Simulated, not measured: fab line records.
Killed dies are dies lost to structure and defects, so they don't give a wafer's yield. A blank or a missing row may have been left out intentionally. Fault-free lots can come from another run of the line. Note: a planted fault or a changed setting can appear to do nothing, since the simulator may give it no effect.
Comparing a struck lot with a sound one ; flow sky130 ; 20 steps out of a route of 708
Sound: wafers L545.1, L545.3, L545.4. Wafers L550.4, L550.5, L550.6 were the ones struck. The cause is given at the end.
Each step with rows lists, per side, the tool, then ch with its chambers, then its first start. Under that, the readings that differ: sound wafers ; struck wafers ; difference of the means ; sigmas: that difference in standard deviations of wafers without a fault.
alike: readings with means less than 2 such deviations apart, plus words and numbers identical on both sides. not compared: withheld readings, readings lacking a value on some wafer, bounds such as >300 that could conceal the same value, and numbers that have no deviation in the record and whose values overlap.
A row with sigmas, a row that says differs or no value, or rows on one side alone: a step with any of these is where the two part. Numbers that have no deviation but don't overlap get no sigmas and don't part them. Lack of a reading on every wafer of one side parts them only where that side has two or more wafers.

SKY_FIELD_ISO_BOW_MEAS_00:
  struck on filmMetro-01, day 3 17:04; sound on filmMetro-01, day 2 16:00
  alike: INCOMING_BOW
then, 1 step without rows for these wafers: SKY_FIELD_ISO_OXIDATION_01 (stabilise 600 s, purge 300 s, target thk 12 nm).
SKY_FIELD_ISO_THK_MEAS_02:
  struck on filmMetro-03, day 3 20:59; sound on filmMetro-04, day 2 19:43
  alike: FIELD_ISO_OXIDATION_00_THK
then, 1 step without rows for these wafers: SKY_FIELD_ISO_CVD_03 (deposits Si3N4 from DCS/NH3, target thk 165 nm, time 2830 s).
SKY_FIELD_ISO_THK_MEAS_04:
  struck on filmMetro-01, day 4 01:05; sound on filmMetro-01, day 2 21:34
reading;sound;struck;difference;sigmas
FIELD_ISO_CVD_03_THK (nm);166.6 167.4 166.8;163.6 163.6 163.7;-3.3;-3
then, 5 steps without rows for these wafers: SKY_FIELD_ISO_DEHYDRATE_05 (time 60 s); SKY_FIELD_ISO_HMDS_06 (prime time 60 s); SKY_FIELD_ISO_COAT_07 (resist thk 60 nm); SKY_FIELD_ISO_COAT_08 (resist thk 450 nm); SKY_FIELD_ISO_SOFTBAKE_09 (time 90 s).
SKY_FIELD_ISO_EXPOSE_10: exposes mask FOM, target cd 150 nm.
  sound on krfScanner-02 ch 0, day 3 06:46; struck on krfScanner-01 ch 0, day 4 08:39
reading;sound;struck;difference;sigmas
mask;FOM#0 FOM#0 FOM#0;FOM_R1#0 FOM_R1#0 FOM_R1#0;differs;
then, 2 steps without rows for these wafers: SKY_FIELD_ISO_PEB_11; SKY_FIELD_ISO_DEVELOP_12 (develop time 60 s).
SKY_FIELD_ISO_CD_MEAS_13 targets a cd of 150 nm.
  struck on cdSem-02, day 4 17:08; sound on cdSem-02, day 3 13:35
reading;sound;struck;difference;sigmas
cdNm (nm);151.8 149.7 151.1;133.2 132.9 134.4;-17.4;-12
SKY_FIELD_ISO_ETCH_14: etches BARC in N2/H2, stops on SiO2, time 45.9 s, target depth 60 nm.
  sound on rieDiel-02 ch 0,1,2, day 3 13:42; struck on rieDiel-04 ch 0,1,2, day 4 17:11
reading;sound;struck;difference;sigmas
model.FIELD_ISO.cdNm (nm);150.9 149.9 151.7;133.4 133.2 135.9;-16.7;
  alike: biasW, drypumpMotorCurrentA, oesProductAu, throttleValvePct
  not compared: rfHoursCounterH
SKY_FIELD_ISO_ETCH_15: etches the open film in CHF3/O2, stops on Si, target depth 180 nm, time 72 s.
  sound on rieDiel-02 ch 0,1,2, day 3 13:44; struck on rieDiel-04 ch 0,1,2, day 4 17:14
reading;sound;struck;difference;sigmas
oesProductAu (a.u.);0.954 0.950 0.956;0.941 0.945 0.927;-0.016;-2
  alike: O2_flow_sccm, biasW, chf3FlowSccm, drypumpMotorCurrentA, throttleValvePct
  not compared: rfHoursCounterH
SKY_FIELD_ISO_STRIP_16: strips in O2/N2.
  sound on plasmaAsher-03 ch 0,1, day 3 13:48; struck on plasmaAsher-03 ch 0,1, day 4 17:19
  alike: drypumpMotorCurrentA, oesProductAu, stripTimeToEndpointS
  not compared: rfHoursCounterH
SKY_FIELD_ISO_ETCH_17: etches Si in HBr/Cl2/O2, target depth 342 nm, time 97.7 s.
  sound on rieSi-01 ch 1,2,3, day 3 13:54; struck on rieSi-01 ch 0,1, day 4 17:23
reading;sound;struck;difference;sigmas
model.FIELD_ISO.cdNm (nm);151.6 149.7 151.2;134.8 132.9 136.7;-16.0;
  alike: O2_flow_sccm, biasW, drypumpMotorCurrentA, oesProductAu, throttleValvePct
  not compared: rfHoursCounterH
then, 1 step without rows for these wafers: SKY_FIELD_ISO_WET_ETCH_18 (etches Si3N4 in H3PO4, target depth 25 nm, time 286 s).
-- record jumps: 44 days separate the struck wafers' starts on either side; left off in module FIELD_ISO, taken up again in module PAD_OPEN, whose first shown step is the route's number 708 --
SKY_PAD_OPEN_PROBE_99:
  struck on prober-02, day 48 15:55; sound on prober-01, day 47 14:04
reading;sound;struck;difference;sigmas
model.etest.pfetG5v0d10v5.rOnOhmUm;4628 4576 4716;4931 4921 4946;+293;
model.etest.resPdiff.lineOhmUm;1347 1356 1362;1495 1559 1524;+171;
model.etest.resNdiff.lineOhmUm;771.6 773.8 767.8;844.3 842.4 819.4;+64.3;
model.etest.sramNfetPass.driveUaUm;507 513 489.4;464.8 445.5 460.3;-46.3;
model.etest.sonosUncharged.rOnOhmUm;806.7 808.8 817.3;826.3 833.1 832.2;+19.6;
model.etest.resNdiff.widthNm (nm);158.3 157.1 158.5;142.1 140.2 144.3;-15.8;
model.etest.resPdiff.widthNm (nm);145.6 143.4 145.2;128.7 127.7 130.3;-15.8;
  alike: killed_at_M0_to_M3, killed_at_M4_up, killedAtContacts, killedAtFrontEnd, killedAtOther, killedDies, killedOpen, killedShort
  not compared: model.etest.sramPfetLatch.driveUaUm

## WHERE THEY PART
First at SKY_FIELD_ISO_THK_MEAS_04; last, within this record, at SKY_FIELD_ISO_ETCH_15. Later steps at which nothing parts them and some readings are alike: SKY_FIELD_ISO_STRIP_16, SKY_FIELD_ISO_ETCH_17, SKY_PAD_OPEN_PROBE_99.

WHY: whatever the simulator had introduced
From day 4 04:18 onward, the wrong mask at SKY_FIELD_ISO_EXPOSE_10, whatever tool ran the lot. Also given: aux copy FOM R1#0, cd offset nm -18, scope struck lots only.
